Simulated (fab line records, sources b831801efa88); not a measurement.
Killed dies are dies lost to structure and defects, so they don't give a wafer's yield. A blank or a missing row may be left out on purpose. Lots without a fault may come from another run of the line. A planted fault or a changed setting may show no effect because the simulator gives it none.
Which tool did it? | flow sky130 | 6 lots, 18 wafers sampled, at 1 step of a route of 708

WHAT THE GAUGES READ, wafer by wafer
SKY_VIA2_RS_MEAS_22: measures by four-point-probe.
lot  | measured     | on            | VIA2_W_RS (ohm/sq)
L948 | day 38 04:17 | film_metro-03 | 0.279 0.278 0.280
L951 | day 38 14:32 | film_metro-03 | 0.277 0.274 0.276
L953 | day 38 23:44 | film_metro-03 | 0.271 0.272 0.275
L955 | day 39 09:32 | film_metro-01 | 0.276 0.275 0.276
L962 | day 41 01:20 | film_metro-03 | 0.272 0.277 0.274
L969 | day 42 21:29 | film_metro-03 | 0.275 0.277 0.275

WHICH TOOL RAN EACH LOT (tool, then ch and the chambers of the sampled wafers, then the start)
The record holds no process step before these readings.

THE ANSWER, worked out from the rows above alone
Rule: what is usual is taken from the lots themselves. Put in order of their means at a reading, lots are off if they are a third of the lots or fewer, leave a main group of 4 or more, and stand apart from it by a gap of 3 or more times the standard deviation of the main group's means; of several such gaps the widest counts. A main group whose means are all the same, to the digits that the tables above print for the reading, isn't used. A lot without any number at a reading at which 4 lots or more have one is off too. The other lots that the step has rows for count as sound.
No lot is off at any reading shown: from this, nothing can be told.

WHAT THE SIMULATOR HAD PUT IN
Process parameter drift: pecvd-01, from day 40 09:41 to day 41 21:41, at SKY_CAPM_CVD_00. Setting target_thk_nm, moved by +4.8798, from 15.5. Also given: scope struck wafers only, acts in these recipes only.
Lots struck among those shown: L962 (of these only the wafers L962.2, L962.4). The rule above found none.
